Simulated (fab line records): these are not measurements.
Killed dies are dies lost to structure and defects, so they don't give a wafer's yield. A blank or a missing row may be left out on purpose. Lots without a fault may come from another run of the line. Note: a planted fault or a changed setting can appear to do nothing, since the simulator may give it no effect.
2 desks looking at one fault | flow sky130 | each desk holds nothing but its own numbers, with what lay behind them at the end

## TOOL OWNER'S DESK, pecvd-04
The tool's own readings at SKY_CAPM_CVD_00 (deposits SiO2, target thk 15.5 nm): means of the sampled wafers that have a number, for each lot that ran on this tool. A lot is out of limits, marked OUT, if its mean lies more than 4 standard deviations from the usual mean; the brackets give that distance.
Columns: A = heater-power-w at SKY_CAPM_CVD_00, usual 748 W; B = rf-fwd-power-W at SKY_CAPM_CVD_00, usual 441.3 W; C = susceptor-temp-C at SKY_CAPM_CVD_00, usual 399.99 C
lot  | first seen here | A   | B     | C
L111 | day 35 13:49    | 855 | 439.4 | 400.13
L113 | day 36 08:25    | 837 | 439.5 | 399.86
L117 | day 37 18:52    | 793 | 440.2 | 400.00
L121 | day 39 03:40    | 803 | 439.1 | 400.09
L124 | day 40 18:26    | 773 | 439.6 | 399.97
This desk's finding: nothing out of limits on any of the 5 lots.

## METROLOGY DESK
What the gauges read, lot by lot, whatever tool the lot ran on: means of the sampled wafers that have a number. A lot is out of limits, marked OUT, if its mean lies more than 4 standard deviations from the usual mean; the brackets give that distance.
Columns: A = VIA4_HDPCVD_THK at SKY_VIA4_THK_MEAS_01, usual 1750 nm; B = VIA4_W_THK at SKY_VIA4_THK_MEAS_20, usual 507 nm
lot  | first seen here | A    | B
L111 | day 41 03:45    | 1776 | 513
L112 | day 41 15:24    | 1764 | 504
L113 | day 41 22:37    | 1753 | 506
L116 | day 42 21:29    | 1754 | 498
L117 | day 43 04:04    | 1730 | 504
L118 | day 43 14:35    | 1752 | 496
L121 | day 44 07:01    | 1754 | 513
L124 | day 45 17:53    | 1725 | 519
L127 | day 47 00:32    | 1751 | 512
L129 | day 47 10:17    | 1751 | 508
L131 | day 48 01:23    | 1779 | 503
L134 | day 48 02:28    | 1766 | 504
This desk's finding: nothing out of limits on any of the 12 lots.

## PUT TOGETHER
The desk of the tool owner found nothing out of limits.
Metrology desk: nothing out of limits seen.

## WHAT WAS PUT IN BY THE SIMULATOR
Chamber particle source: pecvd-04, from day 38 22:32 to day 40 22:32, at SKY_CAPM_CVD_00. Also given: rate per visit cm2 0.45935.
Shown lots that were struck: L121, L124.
